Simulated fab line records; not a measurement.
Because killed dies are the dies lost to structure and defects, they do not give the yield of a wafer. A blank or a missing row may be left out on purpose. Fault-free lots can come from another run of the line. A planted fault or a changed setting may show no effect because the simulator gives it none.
Chamber matching || flow gf180mcu || GF_V3_CMP_04 on cmp-01: 4 sister chambers
The step polishes SiO2. 36 wafers are shown with their chamber, then 12 later ones without.

## WAFERS PAIRED WITH THEIR CHAMBERS
{"wafer": "L074.4", "chamber": 2, "motor_current_A (A)": 12.2, "time_to_endpoint_s (s)": 86}
{"wafer": "L074.5", "chamber": 2, "motor_current_A (A)": 11.1, "time_to_endpoint_s (s)": 79}
{"wafer": "L074.6", "chamber": 1, "motor_current_A (A)": 13.3, "time_to_endpoint_s (s)": 83}
{"wafer": "L076.2", "chamber": 1, "motor_current_A (A)": 13.3, "time_to_endpoint_s (s)": 78}
{"wafer": "L076.3", "chamber": 0, "motor_current_A (A)": 10.4, "time_to_endpoint_s (s)": 84}
{"wafer": "L076.4", "chamber": 3, "motor_current_A (A)": 11.0, "time_to_endpoint_s (s)": 85}
{"wafer": "L077.1", "chamber": 2, "motor_current_A (A)": 11.5, "time_to_endpoint_s (s)": 80}
{"wafer": "L077.2", "chamber": 1, "motor_current_A (A)": 13.8, "time_to_endpoint_s (s)": 78}
{"wafer": "L077.6", "chamber": 2, "motor_current_A (A)": 11.0, "time_to_endpoint_s (s)": 70}
{"wafer": "L081.3", "chamber": 1, "motor_current_A (A)": 13.3, "time_to_endpoint_s (s)": 69}
{"wafer": "L081.5", "chamber": 3, "motor_current_A (A)": 11.2, "time_to_endpoint_s (s)": 72}
{"wafer": "L081.6", "chamber": 0, "motor_current_A (A)": 10.4, "time_to_endpoint_s (s)": 78}
{"wafer": "L083.1", "chamber": 1, "motor_current_A (A)": 13.6, "time_to_endpoint_s (s)": 66}
{"wafer": "L083.3", "chamber": 0, "motor_current_A (A)": 9.9, "time_to_endpoint_s (s)": 74}
{"wafer": "L083.4", "chamber": 3, "motor_current_A (A)": 10.9, "time_to_endpoint_s (s)": 71}
{"wafer": "L086.1", "chamber": 0, "motor_current_A (A)": 10.4, "time_to_endpoint_s (s)": 72}
{"wafer": "L086.4", "chamber": 3, "motor_current_A (A)": 10.4, "time_to_endpoint_s (s)": 67}
{"wafer": "L086.6", "chamber": 2, "motor_current_A (A)": 11.7, "time_to_endpoint_s (s)": 74}
{"wafer": "L087.1", "chamber": 0, "motor_current_A (A)": 10.7, "time_to_endpoint_s (s)": 71}
{"wafer": "L087.2", "chamber": 3, "motor_current_A (A)": 11.6, "time_to_endpoint_s (s)": 67}
{"wafer": "L087.4", "chamber": 1, "motor_current_A (A)": 12.5, "time_to_endpoint_s (s)": 78}
{"wafer": "L088.2", "chamber": 0, "motor_current_A (A)": 10.7, "time_to_endpoint_s (s)": 78}
{"wafer": "L088.3", "chamber": 3, "motor_current_A (A)": 11.2, "time_to_endpoint_s (s)": 71}
{"wafer": "L088.5", "chamber": 1, "motor_current_A (A)": 13.6, "time_to_endpoint_s (s)": 75}
{"wafer": "L089.2", "chamber": 3, "motor_current_A (A)": 11.2, "time_to_endpoint_s (s)": 73}
{"wafer": "L089.3", "chamber": 2, "motor_current_A (A)": 11.5, "time_to_endpoint_s (s)": 74}
{"wafer": "L089.4", "chamber": 1, "motor_current_A (A)": 13.6, "time_to_endpoint_s (s)": 77}
{"wafer": "L090.2", "chamber": 1, "motor_current_A (A)": 12.9, "time_to_endpoint_s (s)": 71}
{"wafer": "L090.5", "chamber": 1, "motor_current_A (A)": 13.9, "time_to_endpoint_s (s)": 79}
{"wafer": "L090.6", "chamber": 2, "motor_current_A (A)": 11.8, "time_to_endpoint_s (s)": 75}
{"wafer": "L091.2", "chamber": 2, "motor_current_A (A)": 11.2, "time_to_endpoint_s (s)": 74}
{"wafer": "L091.4", "chamber": 3, "motor_current_A (A)": 10.6, "time_to_endpoint_s (s)": 73}
{"wafer": "L091.5", "chamber": 0, "motor_current_A (A)": 10.3, "time_to_endpoint_s (s)": 77}
{"wafer": "L092.4", "chamber": 1, "motor_current_A (A)": 13.6, "time_to_endpoint_s (s)": 77}
{"wafer": "L092.5", "chamber": 3, "motor_current_A (A)": 10.9, "time_to_endpoint_s (s)": 79}
{"wafer": "L092.6", "chamber": 2, "motor_current_A (A)": 11.1, "time_to_endpoint_s (s)": 83}

SIGNATURES (averages over the wafers above)
{"reading": "motor_current_A", "chamber 0": 10.400, "chamber 1": 13.400, "chamber 2": 11.456, "chamber 3": 11.000, "scatter within a chamber": 0.37}
{"reading": "time_to_endpoint_s", "chamber 0": 76.29, "chamber 1": 75.55, "chamber 2": 77.22, "chamber 3": 73.11, "scatter within a chamber": 5.1}
Rule: a wafer lies at a distance from a chamber equal to the root of the sum of squares, over the readings, of (its reading less the chamber's mean, divided by the reading's scatter). If the next closest chamber is less than 2 further off than the closest, the wafer can't be placed; otherwise it belongs to the closest. The scatter is the square root of a quotient: the sum, over the shown wafers, of each reading's squared deviation from its chamber's mean, divided by wafers minus chambers.

## WAFERS WITHOUT THEIR CHAMBER
{"wafer": "L094.1", "motor_current_A (A)": 13.2, "time_to_endpoint_s (s)": 84}
{"wafer": "L094.2", "motor_current_A (A)": 10.4, "time_to_endpoint_s (s)": 86}
{"wafer": "L094.6", "motor_current_A (A)": 10.6, "time_to_endpoint_s (s)": 82}
{"wafer": "L095.1", "motor_current_A (A)": 13.9, "time_to_endpoint_s (s)": 69}
{"wafer": "L095.2", "motor_current_A (A)": 11.5, "time_to_endpoint_s (s)": 69}
{"wafer": "L095.3", "motor_current_A (A)": 11.1, "time_to_endpoint_s (s)": 76}
{"wafer": "L096.2", "motor_current_A (A)": 10.7, "time_to_endpoint_s (s)": 75}
{"wafer": "L096.3", "motor_current_A (A)": 13.5, "time_to_endpoint_s (s)": 76}
{"wafer": "L096.4", "motor_current_A (A)": 10.8, "time_to_endpoint_s (s)": 81}
{"wafer": "L097.1", "motor_current_A (A)": 10.5, "time_to_endpoint_s (s)": 77}
{"wafer": "L097.5", "motor_current_A (A)": 11.0, "time_to_endpoint_s (s)": 79}
{"wafer": "L097.6", "motor_current_A (A)": 10.7, "time_to_endpoint_s (s)": 84}

## EACH ONE'S CHAMBER
{"wafer": "L094.1", "from the rows above": 1, "in truth": 1}
{"wafer": "L094.2", "from the rows above": "can't be placed: 0 or 3 or 2", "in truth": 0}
{"wafer": "L094.6", "from the rows above": "can't be placed: 0 or 3 or 2", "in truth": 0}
{"wafer": "L095.1", "from the rows above": 1, "in truth": 1}
{"wafer": "L095.2", "from the rows above": "can't be placed: 3 or 2 or 0", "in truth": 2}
{"wafer": "L095.3", "from the rows above": "can't be placed: 3 or 2 or 0", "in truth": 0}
{"wafer": "L096.2", "from the rows above": "can't be placed: 0 or 3 or 2", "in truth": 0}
{"wafer": "L096.3", "from the rows above": 1, "in truth": 1}
{"wafer": "L096.4", "from the rows above": "can't be placed: 0 or 3 or 2", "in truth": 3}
{"wafer": "L097.1", "from the rows above": "can't be placed: 0 or 3", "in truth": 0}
{"wafer": "L097.5", "from the rows above": "can't be placed: 3 or 2 or 0", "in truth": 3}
{"wafer": "L097.6", "from the rows above": "can't be placed: 0 or 3 or 2", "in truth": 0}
Correct placement for 3 of the 12. Unplaceable from these rows: 9, with the true chamber sitting among the candidates in 9. Number placed wrongly: 0.
